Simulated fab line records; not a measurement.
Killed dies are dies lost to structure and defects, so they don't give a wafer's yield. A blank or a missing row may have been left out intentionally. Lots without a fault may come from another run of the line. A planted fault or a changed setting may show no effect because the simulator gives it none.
Which tool did it? -- flow gf180mcu -- 36 wafers from 12 lots sampled at 6 of the route's 602 steps

== WHAT THE GAUGES SHOWED, per wafer ==
GF_MVPSD_TW_MEAS_11.
lot,measured,on,MVPSD_TW
L904,day 5 06:20,film metro-03,556 559 557
L906,day 5 19:04,film metro-03,558 559 559
L907,day 6 01:31,film metro-01,556 553 554
L908,day 6 07:35,film metro-03,552 551 549
L912,day 7 07:17,film metro-03,555 549 554
L914,day 7 18:14,film metro-01,414 415 413
L917,day 8 13:09,film metro-03,409 410 411
L920,day 9 06:17,film metro-03,553 557 556
L921,day 9 13:05,film metro-01,554 557 558
L922,day 9 16:41,film metro-03,558 555 556
L924,day 10 06:46,film metro-03,555 555 556
L926,day 10 17:07,film metro-03,550 554 550

GF_VT_IMPLANT_TW_MEAS_10.
lot,measured,on,VT_IMPLANT_TW
L904,day 5 20:23,film metro-04,561 561 561
L906,day 6 09:59,film metro-01,564 565 566
L907,day 6 17:11,film metro-02,568 565 565
L908,day 6 22:40,film metro-04,559 557 556
L912,day 7 23:19,film metro-04,563 563 562
L914,day 8 10:23,film metro-02,566 566 564
L917,day 9 05:57,film metro-04,558 563 561
L920,day 9 23:26,film metro-02,571 565 566
L921,day 10 06:50,film metro-04,559 560 560
L922,day 10 10:34,film metro-01,568 567 568
L924,day 11 00:37,film metro-02,566 567 565
L926,day 11 10:53,film metro-01,570 569 571

GF_VT_IMPLANT_TW_MEAS_21.
lot,measured,on,VT_IMPLANT_2_TW
L904,day 6 11:02,film metro-01,1226 1224 1224
L906,day 7 00:55,film metro-02,1221 1224 1217
L907,day 7 08:28,film metro-01,1228 1228 1231
L908,day 7 14:22,film metro-01,1225 1230 1226
L912,day 8 15:49,film metro-04,1214 1214 1212
L914,day 9 03:07,film metro-02,1225 1228 1219
L917,day 9 23:17,film metro-04,1210 1211 1212
L920,day 10 17:38,film metro-04,1208 1203 1213
L921,day 11 00:55,film metro-04,1205 1201 1207
L922,day 11 04:50,film metro-02,1224 1220 1219
L924,day 11 19:40,film metro-01,1225 1228 1231
L926,day 12 05:55,film metro-02,1212 1216 1213

GF_VT_IMPLANT_RS_MEAS_49: measurement is done with a four-point probe.
lot,measured,on,MVPSD_RS (ohm/sq)
L904,day 7 19:08,film metro-01,1167 1169 1167
L906,day 8 10:04,film metro-03,1169 1171 1167
L907,day 8 18:17,film metro-01,1162 1164 1166
L908,day 8 23:52,film metro-04,1172 1173 1171
L912,day 10 03:00,film metro-04,1175 1173 1173
L914,day 10 15:20,film metro-03,2178 2181 2193
L917,day 11 11:17,film metro-03,2175 2174 2169
L920,day 12 07:43,film metro-03,1166 1163 1165
L921,day 12 15:50,film metro-03,1169 1167 1166
L922,day 12 20:45,film metro-04,1163 1165 1166
L924,day 13 12:19,film metro-01,1168 1163 1163
L926,day 13 23:00,film metro-04,1171 1172 1170

== WHICH TOOL RAN EACH LOT (tool, then ch and the chambers of the sampled wafers, then the start) ==
lot,GF_STI_ETCH_13,GF_MVPSD_IMPLANT_08
L904,"rie diel-02 ch 1,2,3, day 2 06:31","implanter-01 ch 0, day 5 05:56"
L906,"rie diel-01 ch 0,2,3, day 2 16:43","implanter-01 ch 0, day 5 18:40"
L907,"rie diel-03 ch 2,3, day 2 22:23","implanter-01 ch 0, day 6 01:07"
L908,"rie diel-03 ch 2,3, day 3 02:46","implanter-02 ch 0, day 6 07:14"
L912,"rie diel-03 ch 0,2,3, day 3 23:37","implanter-01 ch 0, day 7 06:53"
L914,"rie diel-02 ch 1,2, day 4 10:01","implanter-02 ch 0, day 7 17:50"
L917,"rie diel-01 ch 0,2,3, day 5 02:05","implanter-02 ch 0, day 8 12:46"
L920,"rie diel-03 ch 0,2, day 5 17:25","implanter-01 ch 0, day 9 05:53"
L921,"rie diel-03 ch 0,2, day 5 22:07","implanter-04 ch 0, day 9 12:41"
L922,"rie diel-01 ch 1,3, day 6 02:19","implanter-01 ch 0, day 9 16:17"
L924,"rie diel-03 ch 0,2, day 6 13:28","implanter-01 ch 0, day 10 06:23"
L926,"rie diel-01 ch 0,1,2, day 6 23:55","implanter-01 ch 0, day 10 16:44"
- GF_STI_ETCH_13: etches the open film in CHF3/O2, stops on Si, target depth 282.31 nm, time 112.9 s.
- GF_MVPSD_IMPLANT_08

== WHAT THE TOOLS THEMSELVES READ (means of the sampled wafers that have a number; where no wafer has one, the mark that the record gives instead) ==
GF_STI_ETCH_13.
lot,tool,chf3 flow sccm (sccm),drypump motor current A (A),oes product au (a.u.),throttle valve pct (%)
L904,rie diel-02,49.99,5.5,0.833,8.801
L906,rie diel-01,49.99,5.6,0.841,8.806
L907,rie diel-03,50.05,5.9,0.832,8.813
L908,rie diel-03,50.23,5.9,0.835,8.818
L912,rie diel-03,49.99,5.5,0.828,8.808
L914,rie diel-02,49.83,5.6,0.832,8.808
L917,rie diel-01,49.97,5.6,0.828,8.808
L920,rie diel-03,50.16,5.1,0.836,8.816
L921,rie diel-03,50.16,5.6,0.837,8.813
L922,rie diel-01,50.00,5.4,0.833,8.809
L924,rie diel-03,49.92,5.1,0.827,8.812
L926,rie diel-01,50.18,5.5,0.824,8.814

GF_MVPSD_IMPLANT_08.
lot,tool,dose ions cm2,faraday current uA
L904,implanter-01,1.5007e+13,85.4
L906,implanter-01,1.5001e+13,85.9
L907,implanter-01,1.4986e+13,85.5
L908,implanter-02,1.4997e+13,84.3
L912,implanter-01,1.5012e+13,85.3
L914,implanter-02,3.8500e+12,21.8
L917,implanter-02,3.8310e+12,21.4
L920,implanter-01,1.5014e+13,85.0
L921,implanter-04,1.4987e+13,85.6
L922,implanter-01,1.5006e+13,85.3
L924,implanter-01,1.5002e+13,85.3
L926,implanter-01,1.4995e+13,84.7

== THE ANSWER, worked out from the rows above alone ==
Rule: what is usual is taken from the lots themselves. Put in order of their means at a reading, lots are off if they are a third of the lots or fewer, leave a main group of 4 or more, and stand apart from it by a gap of 3 or more times the standard deviation of the main group's means; of several such gaps the widest counts. The tables above print the reading to a certain number of digits; a main group whose means all agree to those digits is not used. A lot without any number at a reading at which 4 lots or more have one is off too. Any other lot the step has rows for is counted as sound. Order of review: gauges by route order, followed by the tools' own readings, for which a lot's mean as printed above is used. The first step at which some lot is off is used, and at that step the reading that is off furthest; a lot without a number counts as furthest.
Off: at GF_MVPSD_TW_MEAS_11 (MVPSD_TW), L914, L917. For the main group the mean is 555 and the standard deviation 2.5.
A tool fits if, at a process step before that reading, it ran every lot that is off, and no sound lot after the first of them. The gauges at GF_MVPSD_TW_MEAS_11 aren't tried: what is off there is off at GF_MVPSD_IMPLANT_08 too, on other tools, and a gauge's error can't cause that. One fits: implanter-02 at GF_MVPSD_IMPLANT_08. Its last sound lot is L908 (day 6 07:14), its first lot that is off L914 (day 7 17:50): a fault that began between those two fits.
The tool's own readings at GF_MVPSD_IMPLANT_08 bear it out: on the lots that are off they differ by more than 5 times the standard deviation of the sound lots' means. dose ions cm2 reads 3.8405e+12 there against 1.5001e+13 on the sound lots; faraday current uA reads 21.6 there against 85.2 on the sound lots.

== WHAT HAD BEEN PUT IN BY THE SIMULATOR ==
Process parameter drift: implanter-02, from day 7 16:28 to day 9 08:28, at GF_MVPSD_IMPLANT_08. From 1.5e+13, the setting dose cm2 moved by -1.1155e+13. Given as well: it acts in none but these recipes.
Shown lots that were struck: L914, L917. This agrees with what the rule above found.
